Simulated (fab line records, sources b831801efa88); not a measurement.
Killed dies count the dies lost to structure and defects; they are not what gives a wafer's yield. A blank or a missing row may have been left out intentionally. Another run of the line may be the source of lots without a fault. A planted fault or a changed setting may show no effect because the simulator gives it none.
Matching of chambers + flow gf180mcu + GF_CONTACT_CVD_02 on pecvd-02: 3 sister chambers
The step deposits SiO2 from TEOS, target thk 860 nm, time 95.992 s. 3 wafers are shown with their chamber, then 7 later ones without.

## WAFERS PAIRED WITH THEIR CHAMBERS
| wafer  | chamber | heaterPowerW (W) |
|--------|---------|------------------|
| L933.5 | 1       | 705              |
| L935.1 | 2       | 747              |
| L935.2 | 0       | 654              |

## WAFERS WITH NO CHAMBER GIVEN
| wafer  | heaterPowerW (W) |
|--------|------------------|
| L935.3 | 764              |
| L937.3 | 717              |
| L937.5 | 630              |
| L937.6 | 581              |
| L939.1 | 687              |
| L939.4 | 736              |
| L939.5 | 606              |

## CHAMBER TAKEN BY EACH
| wafer  | from the rows above          | in truth |
|--------|------------------------------|----------|
| L935.3 | can't be placed: 2 or 1      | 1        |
| L937.3 | can't be placed: 1 or 2 or 0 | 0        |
| L937.5 | can't be placed: 0 or 1      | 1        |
| L937.6 | can't be placed: 0 or 1      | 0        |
| L939.1 | can't be placed: 1 or 0 or 2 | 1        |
| L939.4 | can't be placed: 2 or 1 or 0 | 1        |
| L939.5 | can't be placed: 0 or 1      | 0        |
0 of 7 placed correctly. Cannot be placed on the basis of these rows: 7; the candidates contain the true chamber in 7. Number placed wrongly: 0.
How it was worked out, from the rows above alone: a wafer's distance from a chamber is the root of the sum, over the readings, of the square of ((its reading less the chamber's mean) divided by the reading's scatter). If the next closest chamber is less than 2 further off than the closest, the wafer can't be placed; otherwise it belongs to the closest. For every chamber, the mean is computed from those of its wafers that are shown. The scatter (one wafer shown for each chamber): square how far every hidden wafer sits from the nearest shown wafer, average those squares and take the square root.
